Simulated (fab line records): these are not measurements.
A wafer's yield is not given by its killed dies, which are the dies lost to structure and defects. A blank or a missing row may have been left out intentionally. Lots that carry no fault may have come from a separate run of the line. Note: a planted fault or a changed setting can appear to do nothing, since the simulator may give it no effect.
Matching of chambers | flow gf180mcu | GF_CONTACT_CVD_00 on hdpcvd-02 has 3 sister chambers
The step deposits SiO2, target thk 300 nm, time 50 s. 6 wafers are shown with their chamber, then 7 later ones without.

## WAFERS PAIRED WITH THEIR CHAMBERS
wafer  | chamber | pressure mtorr (mTorr)
L464.1 | 1       | 5.993
L468.2 | 2       | 6.007
L468.3 | 2       | 5.987
L468.5 | 0       | 6.004
L470.1 | 0       | 6.004
L470.2 | 1       | 5.991

## WAFERS WHOSE CHAMBER IS MISSING
wafer  | pressure mtorr (mTorr)
L470.4 | 5.990
L471.1 | 6.000
L471.2 | 5.993
L471.4 | 6.020
L473.1 | 6.007
L473.3 | 5.988
L473.6 | 5.989

## EACH ONE'S CHAMBER
wafer  | from the rows above          | in truth
L470.4 | can't be placed: 1 or 2 or 0 | 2
L471.1 | can't be placed: 2 or 0 or 1 | 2
L471.2 | can't be placed: 1 or 2 or 0 | 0
L471.4 | can't be placed: 0 or 2 or 1 | 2
L473.1 | can't be placed: 0 or 2 or 1 | 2
L473.3 | can't be placed: 1 or 2 or 0 | 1
L473.6 | can't be placed: 1 or 2 or 0 | 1
Correctly placed: 0 of 7. Unplaceable from these rows: 7, with the true chamber sitting among the candidates in 7. 0 placed wrongly.
How it was worked out, from the rows above alone: a wafer's distance from a chamber is the root of the sum, over the readings, of the square of ((its reading less the chamber's mean) divided by the reading's scatter). The wafer belongs to the nearest chamber; if the next one is less than 2 further off, it can't be placed. Each chamber's mean is taken over the wafers shown for it. How the scatter is found: for the shown wafers, subtract from each reading the mean of its chamber, square and add these, divide the total by (wafers less chambers), then take the root.
